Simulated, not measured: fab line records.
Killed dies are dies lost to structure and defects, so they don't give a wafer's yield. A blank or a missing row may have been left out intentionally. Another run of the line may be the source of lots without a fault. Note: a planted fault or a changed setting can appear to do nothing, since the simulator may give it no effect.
fab line records    flow sky130
record: lots: 10  wafers: 30  lastDay: 50
route steps=708 shown CAP2M@603 PAD_OPEN@708
lots that met no fault: from a run of the same line without faults
startH: the number of hours between the record's first day and the start of the first shown wafer of the lot    waitH: how many hours have passed since the lot's step before this one    " same as the row above    L1.1+2: a single row standing in for several wafers    - no value, or no start given    * or withheld: withheld    < > ~ a bound
route shown NAME@n: NAME is a module with steps in the file, n the number in the route of the first one    usual: mean/standard deviation of fault-free wafers    same: alike in all rows    chamber/n: place in a boat    sites: readings site by site    _std_site: their standard deviation    _edge_site: the outer-site mean with the inner-site mean subtracted    radiusMm: for every site, how far away it sits from the centre of the wafer    mask NAME#n: copy n    behind: the most recent tool/chamber to have shaped the wafer    hold: why the lot went on hold/how many hours it stayed there/how the hold came to an end    device: names the non-switching transistor (n, p or np)    end of line: the same wafers' tests at the end of the route    a step with no rows: only its recipe    killed: count of dies lost to structure and defects at first sort (not the wafer's yield)    map: the dies of a wafer, with x for killed, . for not killed, _ for no die there
set.NAME: the setting as run; set.NAME@STEP: as run at that earlier step    model.NAME: the simulator's own value behind a step, which no gauge read
route steps across a sampled set of lots; one table per step, one row per wafer
services: from which hour (startH, from the record's first day; less than 0 if before it) a tool's chamber was out of use, for how many hours, and why
== steps ==
step: SKY_CAP2M_CVD_00
recipe: material: SiO2  targetThkNm: 15.5  tempC: 400  timeS: withheld  rfW: 450
usual: heaterPowerOuterW: 392/70  heaterPowerW: 687/100  susceptorTempC: 400.00/0.22
lot.wafer  tool      chamber  startH   waitH  heaterPowerOuterW  heaterPowerW  susceptorTempC
L821.1     pecvd-04  1        969.49   0.0    425                733           399.91
L821.2     "         2        "        "      496                851           399.83
L821.3     "         0        "        "      373                642           399.84
L825.4     pecvd-02  1        1007.34  0.0    356                706           399.80
L825.5     "         0        "        "      317                543           399.50
L825.6     "         2        "        "      469                766           400.05
L827.1     pecvd-02  2        1013.75  0.0    468                752           399.93
L827.2     "         1        "        "      343                666           400.24
L827.6     "         1        "        "      341                657           400.37
L828.2     pecvd-02  0        1025.64  0.0    334                562           400.11
L828.3     "         2        "        "      465                766           399.87
L828.5     "         1        "        "      348                665           399.88
L829.1     pecvd-04  1        1033.37  0.0    347                653           400.06
L829.3     "         2        "        "      409                718           400.29
L829.6     "         2        "        "      408                740           400.07
L832.2     pecvd-04  1        1055.00  0.0    436                755           399.98
L832.4     "         0        "        "      368                630           399.71
L832.5     "         1        "        "      419                744           400.24
L834.3     pecvd-03  0        1066.23  0.0    483                877           400.03
L834.4     "         1        "        "      462                755           400.01
L834.6     "         2        "        "      432                739           400.46
L836.1     pecvd-02  0        1069.52  0.0    309                525           400.23
L836.5     "         0        "        "      304                524           399.82
L836.6     "         1        "        "      336                659           400.00
L837.1     pecvd-02  1        1080.01  0.0    382                703           400.18
L837.4     "         1        "        "      367                705           400.13
L837.5     "         2        "        "      497                810           399.53
L840.2     pecvd-04  1        1090.87  0.0    427                768           400.14
L840.3     "         0        "        "      384                619           399.49
L840.4     "         2        "        "      411                744           399.97
step: SKY_CAP2M_THK_MEAS_01
recipe: reads: SiO2_of_CAP2M_CVD_00
usual: CAP2M_CVD_00_THK: 15.57/0.24
lot.wafer  tool          chamber  startH   waitH  CAP2M_CVD_00_THK[nm]
L821.1     filmMetro-02  -        969.51   -      15.58
L821.2     "             -        "        "      15.54
L821.3     "             -        "        "      15.59
L825.4     filmMetro-04  -        1007.38  -      15.55
L825.5     "             -        "        "      15.87
L825.6     "             -        "        "      15.99
L827.1     filmMetro-04  -        1013.77  -      15.28
L827.2     "             -        "        "      15.16
L827.6     "             -        "        "      15.46
L828.2     filmMetro-02  -        1025.67  -      15.74
L828.3     "             -        "        "      15.82
L828.5     "             -        "        "      15.62
L829.1     filmMetro-01  -        1033.40  -      15.30
L829.3     "             -        "        "      15.36
L829.6     "             -        "        "      15.84
L832.2     filmMetro-04  -        1055.03  -      15.47
L832.4     "             -        "        "      15.47
L832.5     "             -        "        "      15.69
L834.3     filmMetro-01  -        1066.28  -      15.60
L834.4     "             -        "        "      15.81
L834.6     "             -        "        "      15.98
L836.1     filmMetro-02  -        1069.54  -      15.40
L836.5     "             -        "        "      15.91
L836.6     "             -        "        "      15.83
L837.1     filmMetro-04  -        1080.03  -      15.26
L837.4     "             -        "        "      15.53
L837.5     "             -        "        "      15.59
L840.2     filmMetro-04  -        1090.90  -      15.54
L840.3     "             -        "        "      15.21
L840.4     "             -        "        "      15.87
step: SKY_CAP2M_SPUTTER_02
recipe: material: TiN  targetThkNm: 200  tempC: 300  powerW: 6500  timeS: 166.7  chamberPressurePa: 0.4
usual: cathodeDcPowerW: 6500.1/1.3  susceptorTempC: 300.03/0.19  throttleValvePct: 30.1/1.1
lot.wafer  tool           chamber  startH   waitH  cathodeDcPowerW  susceptorTempC  throttleValvePct
L821.1     pvdSputter-01  -        969.57   0.1    6501.4           299.93          29.6
L821.2     "              -        "        "      6501.8           300.35          30.2
L821.3     "              -        "        "      6502.4           299.92          27.4
L825.4     pvdSputter-01  -        1007.41  0.0    6500.0           300.07          27.7
L825.5     "              -        "        "      6498.2           300.01          29.8
L825.6     "              -        "        "      6499.4           300.15          27.9
L827.1     pvdSputter-01  -        1013.83  0.1    6499.6           300.06          30.1
L827.2     "              -        "        "      6499.5           300.04          30.9
L827.6     "              -        "        "      6500.0           300.05          28.1
L828.2     pvdSputter-02  -        1025.72  0.0    6499.4           300.06          30.3
L828.3     "              -        "        "      6500.8           300.02          30.8
L828.5     "              -        "        "      6499.0           300.22          29.7
L829.1     pvdSputter-02  -        1033.46  0.1    6499.4           300.00          31.0
L829.3     "              -        "        "      6499.9           299.98          30.4
L829.6     "              -        "        "      6499.6           299.99          30.0
L832.2     pvdSputter-02  -        1055.08  0.0    6500.3           300.41          30.9
L832.4     "              -        "        "      6500.3           300.31          30.2
L832.5     "              -        "        "      6502.6           300.05          30.2
L834.3     pvdSputter-01  -        1066.32  0.0    6502.4           300.14          30.9
L834.4     "              -        "        "      6498.8           300.08          30.0
L834.6     "              -        "        "      6501.6           299.96          29.7
L836.1     pvdSputter-01  -        1069.60  0.1    5915.5           299.76          27.9
L836.5     "              -        "        "      5914.4           300.10          27.8
L836.6     "              -        "        "      5914.5           299.82          29.8
L837.1     pvdSputter-01  -        1080.09  0.1    5911.2           299.77          31.0
L837.4     "              -        "        "      5913.0           300.04          29.7
L837.5     "              -        "        "      5914.6           300.41          30.9
L840.2     pvdSputter-03  -        1090.95  0.0    6499.1           300.33          29.4
L840.3     "              -        "        "      6498.8           299.93          29.6
L840.4     "              -        "        "      6502.5           300.09          32.0
step: SKY_CAP2M_RS_MEAS_03
recipe: thkMeasGauge: four-point-probe  reads: TiN_of_CAP2M_SPUTTER_02
usual: CAP2M_TIN_RS: 6.91/0.077
lot.wafer  tool          chamber  startH   waitH  CAP2M_TIN_RS[ohm/sq]
L821.1     filmMetro-04  -        969.68   0.1    6.91
L821.2     "             -        "        "      6.90
L821.3     "             -        "        "      6.87
L825.4     filmMetro-02  -        1007.58  0.1    6.98
L825.5     "             -        "        "      6.95
L825.6     "             -        "        "      6.96
L827.1     filmMetro-04  -        1013.94  0.1    6.81
L827.2     "             -        "        "      6.80
L827.6     "             -        "        "      6.78
L828.2     filmMetro-02  -        1025.85  0.1    6.91
L828.3     "             -        "        "      6.91
L828.5     "             -        "        "      6.96
L829.1     filmMetro-02  -        1033.57  0.1    6.89
L829.3     "             -        "        "      6.95
L829.6     "             -        "        "      6.98
L832.2     filmMetro-01  -        1055.21  0.1    6.80
L832.4     "             -        "        "      6.77
L832.5     "             -        "        "      6.82
L834.3     filmMetro-02  -        1066.47  0.1    6.91
L834.4     "             -        "        "      6.93
L834.6     "             -        "        "      6.87
L836.1     filmMetro-04  -        1069.71  0.1    7.59
L836.5     "             -        "        "      7.51
L836.6     "             -        "        "      7.54
L837.1     filmMetro-02  -        1080.20  0.1    7.64
L837.4     "             -        "        "      7.62
L837.5     "             -        "        "      7.61
L840.2     filmMetro-01  -        1091.08  0.1    7.06
L840.3     "             -        "        "      7.06
L840.4     "             -        "        "      7.11
step: SKY_CAP2M_THK_MEAS_04
recipe: thkMeasGauge: xrf  reads: TiN_of_CAP2M_SPUTTER_02
usual: CAP2M_TIN_THK: 201.7/2.6
lot.wafer  tool          chamber  startH   waitH  CAP2M_TIN_THK[nm]
L821.1     filmMetro-04  -        969.80   0.1    203.1
L821.2     "             -        "        "      203.7
L821.3     "             -        "        "      204.5
L825.4     filmMetro-02  -        1007.67  0.1    199.6
L825.5     "             -        "        "      199.5
L825.6     "             -        "        "      199.9
L827.1     filmMetro-04  -        1014.06  0.1    205.2
L827.2     "             -        "        "      206.2
L827.6     "             -        "        "      207.6
L828.2     filmMetro-02  -        1025.96  0.1    200.3
L828.3     "             -        "        "      200.6
L828.5     "             -        "        "      199.8
L829.1     filmMetro-02  -        1033.69  0.1    201.5
L829.3     "             -        "        "      199.7
L829.6     "             -        "        "      199.1
L832.2     filmMetro-01  -        1055.32  0.1    205.3
L832.4     "             -        "        "      207.3
L832.5     "             -        "        "      205.3
L834.3     filmMetro-02  -        1066.57  0.1    200.8
L834.4     "             -        "        "      199.8
L834.6     "             -        "        "      201.8
L836.1     filmMetro-04  -        1069.83  0.1    185.2
L836.5     "             -        "        "      186.4
L836.6     "             -        "        "      186.5
L837.1     filmMetro-02  -        1080.32  0.1    182.2
L837.4     "             -        "        "      183.2
L837.5     "             -        "        "      184.3
L840.2     filmMetro-01  -        1091.19  0.1    197.4
L840.3     "             -        "        "      197.9
L840.4     "             -        "        "      195.5
step: SKY_CAP2M_OVL_MEAS_12
usual: CAP2M_OVL: 0.3/1.3
lot.wafer  tool        chamber  startH   waitH  CAP2M_OVL[nm]
L821.1     overlay-01  -        994.06   0.1    0.7
L821.2     "           -        "        "      -0.4
L821.3     "           -        "        "      1.6
L825.4     overlay-01  -        1031.62  0.1    0.6
L825.5     "           -        "        "      3.2
L825.6     "           -        "        "      -0.1
L827.1     overlay-01  -        1037.90  0.1    1.1
L827.2     "           -        "        "      0.7
L827.6     "           -        "        "      0.2
L828.2     overlay-01  -        1049.66  0.1    0.2
L828.3     "           -        "        "      -1.1
L828.5     "           -        "        "      0.4
L829.1     overlay-01  -        1056.75  0.1    1.6
L829.3     "           -        "        "      2.3
L829.6     "           -        "        "      -1.4
L832.2     overlay-02  -        1077.36  0.1    0.2
L832.4     "           -        "        "      -1.2
L832.5     "           -        "        "      -2.9
L834.3     overlay-02  -        1088.86  0.1    1.2
L834.4     "           -        "        "      2.7
L834.6     "           -        "        "      2.3
L836.1     overlay-01  -        1091.70  0.1    -1.4
L836.5     "           -        "        "      -1.1
L836.6     "           -        "        "      -0.6
L837.1     overlay-01  -        1101.60  0.1    -0.8
L837.4     "           -        "        "      0.8
L837.5     "           -        "        "      -1.1
L840.2     overlay-01  -        1112.86  0.1    -0.9
L840.3     "           -        "        "      1.7
L840.4     "           -        "        "      0.8
step: SKY_CAP2M_METAL_ETCH_13
recipe: targetDepthNm: 220  stopOn: SiO2  chemistry: Cl2/BCl3  target: TiN  pressureMtorr: 10  icpW: 900  biasW: 48.5  Cl2_flow_sccm: 60  bcl3FlowSccm: 30  timeS: 62.9
usual: drypumpMotorCurrentA: 5.9/0.42  oesProductAu: 0.940/0.0076  throttleValvePct: 21.902/0.0097
lot.wafer  tool         chamber  startH   waitH  drypumpMotorCurrentA  oesProductAu  rfHoursCounterH  throttleValvePct
L821.1     rieMetal-03  0        994.09   0.0    5.5                   0.933         14               21.916
L821.2     "            1        "        "      6.4                   0.946         2                21.908
L821.3     "            1        "        "      6.4                   0.946         -                21.899
L825.4     rieMetal-02  0        1031.66  0.0    5.3                   0.935         -                21.897
L825.5     "            1        "        "      6.3                   0.941         -                21.908
L825.6     "            0        "        "      5.3                   0.934         -                21.890
L827.1     rieMetal-03  1        1037.94  0.0    6.4                   0.948         5                21.903
L827.2     "            0        "        "      5.5                   0.959         16               21.907
L827.6     "            0        "        "      5.5                   0.952         -                21.890
L828.2     rieMetal-02  0        1049.69  0.0    5.4                   0.938         11               21.897
L828.3     "            0        "        "      5.4                   0.938         -                21.912
L828.5     "            1        "        "      6.3                   0.932         -                21.899
L829.1     rieMetal-03  1        1056.79  0.0    6.3                   0.931         6                21.907
L829.3     "            1        "        "      6.3                   0.935         -                21.912
L829.6     "            0        "        "      5.5                   0.938         -                21.900
L832.2     rieMetal-02  1        1077.39  0.0    6.3                   0.955         18               21.907
L832.4     "            0        "        "      5.4                   0.945         -                21.911
L832.5     "            0        "        "      5.4                   0.937         -                21.876
L834.3     rieMetal-02  0        1088.91  0.0    5.4                   0.941         -                21.889
L834.4     "            1        "        "      6.3                   0.942         -                21.893
L834.6     "            0        "        "      5.4                   0.950         -                21.907
L836.1     rieMetal-03  0        1091.74  0.0    5.5                   0.887         20               21.927
L836.5     "            1        "        "      6.3                   0.892         -                21.933
L836.6     "            0        "        "      5.5                   0.896         -                21.931
L837.1     rieMetal-03  0        1101.64  0.0    5.5                   0.881         20               21.928
L837.4     "            0        "        "      5.5                   0.893         -                21.930
L837.5     "            1        "        "      6.4                   0.890         -                21.924
L840.2     rieMetal-02  0        1112.89  0.0    5.4                   0.925         14               21.917
L840.3     "            0        "        "      5.3                   0.934         -                21.889
L840.4     "            1        "        "      6.3                   0.920         -                21.921
step: SKY_PAD_OPEN_PROBE_99
usual: defectLimitedYield: 82.5/1.9  killed_at_M0_to_M3: 43/6.4  killed_at_M4_up: 3.3/1.9  killedAtContacts: 24/5.7  killedAtFrontEnd: 15/4.7  killedAtOther: 0.3/0.48  killedDies: 86/9.2  killedOpen: 47/7  killedShort: 39/6.5  sort_bin_3_pad_short: 0.8/0.38  sort_bin_5_function: 10.3/1.4  sort_bin_6_memory: 6.3/1.1  sortNPass: 406/9.2  sortYieldPct: 82.5/1.9
same: grossDies: 492  killedAtBackSide: 0  sort_bin_4_leakage[%]: 0  sort_bin_8_speed[%]: 0
lot.wafer  tool       chamber  startH   waitH  defectLimitedYield[%]  killed_at_M0_to_M3  killed_at_M4_up  killedAtContacts  killedAtFrontEnd  killedAtOther  killedDies  killedOpen  killedShort  sort_bin_3_pad_short[%]  sort_bin_5_function[%]  sort_bin_6_memory[%]  sortNPass  sortYieldPct[%]
L825.4     prober-02  -        1148.95  0.2    82.3                   44                  6                22                15                0              87          46          41           0.8                      11.4                    5.5                   405        82.3
L825.5     prober-02  -        1149.00  0.2    83.5                   40                  2                23                16                0              81          46          34           1.2                      10.2                    5.1                   411        83.5
L825.6     prober-02  -        1149.05  0.2    82.9                   43                  4                22                15                0              84          38          45           0.2                      11.0                    5.9                   408        82.9
L829.1     prober-02  -        1169.49  0.1    81.9                   58                  1                19                11                0              89          51          38           0.6                      10.6                    6.9                   403        81.9
L829.3     prober-02  -        1169.59  0.2    85.2                   46                  2                15                10                0              73          41          32           0.6                      8.7                     5.5                   419        85.2
L829.6     prober-02  -        1169.74  0.2    81.5                   46                  5                25                15                0              91          44          47           0.2                      10.4                    7.9                   401        81.5
L834.3     prober-02  -        1195.82  0.2    80.9                   45                  5                26                18                0              94          50          44           1.2                      11.0                    6.9                   398        80.9
L834.4     prober-02  -        1195.87  0.2    81.7                   43                  1                20                26                0              90          50          40           1.0                      8.9                     8.3                   402        81.7
L834.6     prober-02  -        1195.97  0.2    86.0                   34                  7                16                12                0              69          37          32           0.4                      8.9                     4.7                   423        86.0
L836.1     prober-01  -        1197.95  0.1    85.0                   35                  5                23                11                0              74          48          25           0.4                      8.7                     5.9                   418        85.0
L836.5     prober-01  -        1198.15  0.2    85.2                   40                  6                15                12                0              73          43          30           0.6                      10.0                    4.3                   419        85.2
L836.6     prober-01  -        1198.20  0.2    83.7                   42                  4                18                16                0              80          32          48           0.4                      9.8                     6.1                   412        83.7
L837.1     prober-02  -        1203.81  0.1    82.9                   44                  2                24                14                0              84          51          33           0.8                      9.8                     6.5                   408        82.9
L837.4     prober-02  -        1203.96  0.2    81.7                   40                  1                30                18                1              90          52          38           1.2                      11.2                    5.9                   402        81.7
L837.5     prober-02  -        1204.01  0.2    78.7                   50                  3                27                25                0              105         60          45           1.6                      12.2                    7.5                   387        78.7
L840.2     prober-01  -        1211.41  0.1    85.0                   35                  1                25                12                1              74          44          30           1.4                      8.7                     4.9                   418        85.0
L840.3     prober-01  -        1211.46  0.2    81.7                   47                  4                19                20                0              90          53          37           1.6                      9.1                     7.5                   402        81.7
L840.4     prober-01  -        1211.51  0.2    81.9                   40                  0                37                12                0              89          44          45           0.8                      10.4                    6.9                   403        81.9
killed by level:class
L825.4 VIA1:geometricParticle:open=11 LOCAL_INTERCONNECT:geometricParticle:short=6 METAL4:geometricParticle:short=6 VIA3:geometricParticle:open=5 POLY_GATE:geometricParticle:open=5 CONTACT:geometricParticle:open=5 METAL1:geometricParticle:short=5 VIA1:geometricParticle:short=5
L825.5 LI_CONTACT:geometricParticle:open=9 VIA1:geometricParticle:open=9 VIA3:geometricParticle:open=8 FIELD_ISO:geometricParticle:short=5 CONTACT:geometricParticle:open=5 POLY_GATE:geometricParticle:open=4 CONTACT:geometricParticle:short=4 METAL3:geometricParticle:short=4
L825.6 VIA1:geometricParticle:open=13 METAL1:geometricParticle:short=7 CONTACT:geometricParticle:open=7 POLY_GATE:geometricParticle:short=5 METAL2:geometricParticle:short=5 LI_CONTACT:geometricParticle:short=4 FIELD_ISO:geometricParticle:short=4 LI_CONTACT:geometricParticle:open=4
L829.1 CONTACT:geometricParticle:open=13 VIA1:geometricParticle:open=13 VIA2:geometricParticle:open=9 METAL1:geometricParticle:short=8 VIA1:geometricParticle:short=8 METAL2:geometricParticle:short=6 POLY_GATE:geometricParticle:open=4 VIA3:geometricParticle:short=4
L829.3 VIA3:geometricParticle:open=10 METAL1:geometricParticle:short=9 VIA2:geometricParticle:open=9 CONTACT:geometricParticle:short=5 VIA1:geometricParticle:open=5 METAL2:geometricParticle:short=5 CONTACT:geometricParticle:open=4 SPACER:geometricParticle:open=3
L829.6 CONTACT:geometricParticle:open=10 VIA3:geometricParticle:open=7 FIELD_ISO:geometricParticle:open=6 VIA3:geometricParticle:short=6 LOCAL_INTERCONNECT:geometricParticle:short=5 METAL1:geometricParticle:short=5 METAL1:geometricParticle:open=5 VIA2:geometricParticle:short=5
L834.3 VIA1:geometricParticle:open=14 LOCAL_INTERCONNECT:geometricParticle:short=7 CONTACT:geometricParticle:open=7 LI_CONTACT:geometricParticle:open=6 VIA2:geometricParticle:open=6 POLY_GATE:geometricParticle:short=5 METAL2:geometricParticle:short=5 VIA3:geometricParticle:short=4
L834.4 POLY_GATE:geometricParticle:open=11 METAL1:geometricParticle:short=8 VIA1:geometricParticle:open=7 CONTACT:geometricParticle:open=7 FIELD_ISO:geometricParticle:open=5 LI_CONTACT:geometricParticle:open=5 VIA3:geometricParticle:open=5 VIA3:geometricParticle:short=5
L834.6 VIA1:geometricParticle:open=9 CONTACT:geometricParticle:open=7 POLY_GATE:geometricParticle:short=5 VIA2:geometricParticle:open=5 VIA3:geometricParticle:open=5 VIA1:geometricParticle:short=4 METAL2:geometricParticle:short=4 LI_CONTACT:geometricParticle:open=3
L836.1 VIA1:geometricParticle:open=14 CONTACT:geometricParticle:open=11 FIELD_ISO:geometricParticle:open=5 LI_CONTACT:geometricParticle:open=5 VIA2:geometricParticle:open=5 LOCAL_INTERCONNECT:geometricParticle:short=4 VIA3:geometricParticle:open=4 METAL4:geometricParticle:short=4
L836.5 VIA1:geometricParticle:open=10 VIA3:geometricParticle:open=8 CONTACT:geometricParticle:open=6 METAL2:geometricParticle:short=5 METAL3:geometricParticle:short=5 METAL4:geometricParticle:short=5 POLY_GATE:geometricParticle:open=4 LI_CONTACT:geometricParticle:open=4
L836.6 VIA1:geometricParticle:open=10 FIELD_ISO:geometricParticle:short=9 VIA2:geometricParticle:open=8 LOCAL_INTERCONNECT:geometricParticle:short=7 METAL1:geometricParticle:short=7 METAL2:geometricParticle:short=6 VIA3:geometricParticle:open=5 POLY_GATE:geometricParticle:short=4
L837.1 CONTACT:geometricParticle:open=14 VIA1:geometricParticle:open=11 VIA2:geometricParticle:open=8 POLY_GATE:geometricParticle:short=7 METAL1:geometricParticle:short=6 VIA1:geometricParticle:short=6 LI_CONTACT:geometricParticle:open=5 LI_CONTACT:geometricParticle:short=3
L837.4 VIA2:geometricParticle:open=10 LI_CONTACT:geometricParticle:open=9 CONTACT:geometricParticle:open=9 VIA3:geometricParticle:open=8 POLY_GATE:geometricParticle:short=6 METAL1:geometricParticle:short=6 CONTACT:geometricParticle:short=6 VIA1:geometricParticle:open=5
L837.5 VIA1:geometricParticle:open=11 FIELD_ISO:geometricParticle:open=9 VIA3:geometricParticle:open=8 LI_CONTACT:geometricParticle:open=7 CONTACT:geometricParticle:open=7 VIA3:geometricParticle:short=7 CONTACT:geometricParticle:short=6 POLY_GATE:geometricParticle:short=5
L840.2 VIA1:geometricParticle:open=12 CONTACT:geometricParticle:open=10 CONTACT:geometricParticle:short=7 POLY_GATE:geometricParticle:short=5 VIA2:geometricParticle:open=5 LI_CONTACT:geometricParticle:open=4 METAL2:geometricParticle:short=4 POLY_GATE:geometricParticle:open=3
L840.3 VIA1:geometricParticle:open=16 POLY_GATE:geometricParticle:open=6 POLY_GATE:geometricParticle:short=6 CONTACT:geometricParticle:short=6 VIA3:geometricParticle:open=6 VIA2:geometricParticle:open=5 CONTACT:geometricParticle:open=5 METAL1:geometricParticle:short=5
L840.4 CONTACT:geometricParticle:open=14 VIA2:geometricParticle:open=12 CONTACT:geometricParticle:short=11 LOCAL_INTERCONNECT:geometricParticle:short=5 METAL2:geometricParticle:short=5 VIA1:geometricParticle:open=5 POLY_GATE:geometricParticle:short=4 LI_CONTACT:geometricParticle:short=4
== services ==
tool           chamber  startH   hours  kind
pecvd-03       2        955.05   25.0   repair
pecvd-02       1        958.40   5.0    scheduledDown
pvdSputter-01  0        966.51   -      consumableReplace:kit
pvdSputter-01  0        966.51   18.0   scheduledDown
pvdSputter-01  0        966.51   18.0   ventCycle
pvdSputter-01  -        977.75   1.7    repair
pecvd-02       1        986.38   5.7    repair
pecvd-03       1        999.38   -      clean
pecvd-03       1        999.38   -      consumableReplace:showerhead
pecvd-03       1        999.38   29.0   scheduledDown
pecvd-03       1        999.38   29.0   ventCycle
pecvd-04       1        1003.67  13.9   repair
pvdSputter-01  -        1022.04  2.3    repair
pvdSputter-03  3        1033.97  -      consumableReplace:kit
pvdSputter-03  -        1066.26  3.9    repair
pecvd-03       1        1081.12  5.6    repair
pvdSputter-02  2        1083.89  -      consumableReplace:kit
pvdSputter-02  2        1083.89  18.0   scheduledDown
pvdSputter-02  2        1083.89  18.0   ventCycle
pvdSputter-01  3        1084.71  -      consumableReplace:kit
pvdSputter-01  3        1084.71  18.0   scheduledDown
pvdSputter-01  3        1084.71  18.0   ventCycle
pvdSputter-01  -        1090.70  10.6   repair
pecvd-02       -        1096.02  0.7    repair
== key ==
firstSign: step: SKY_CAP2M_SPUTTER_02  reading: cathodeDcPowerW  direction: down  sigmas: 99+  usual: 6500.1  struck: 5913.9
effect: step: SKY_CAP2M_RS_MEAS_03  reading: CAP2M_TIN_RS  direction: up  sigmas: 8.8  usual: 6.91  struck: 7.58
effect: step: SKY_CAP2M_THK_MEAS_04  reading: CAP2M_TIN_THK  direction: down  sigmas: 6.6  usual: 201.7  struck: 184.6
effect: step: SKY_CAP2M_METAL_ETCH_13  reading: oesProductAu  direction: down  sigmas: 6.6  usual: 0.940  struck: 0.890
metAt SKY_CAP2M_SPUTTER_02
struckLots L836,L837
notActingAt SKY_CAP2M_CVD_00,SKY_CAP2M_THK_MEAS_01,SKY_CAP2M_OVL_MEAS_12
onsetBetween 1066.32 1069.60
fault: kind: processParameterDrift  tool: pvdSputter-01  chamber: -  onsetH: 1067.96  steps: SKY_CAP2M_SPUTTER_02  channel: powerW  offset: *  shape: step  endH: 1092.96  actsIn: *  stated: *
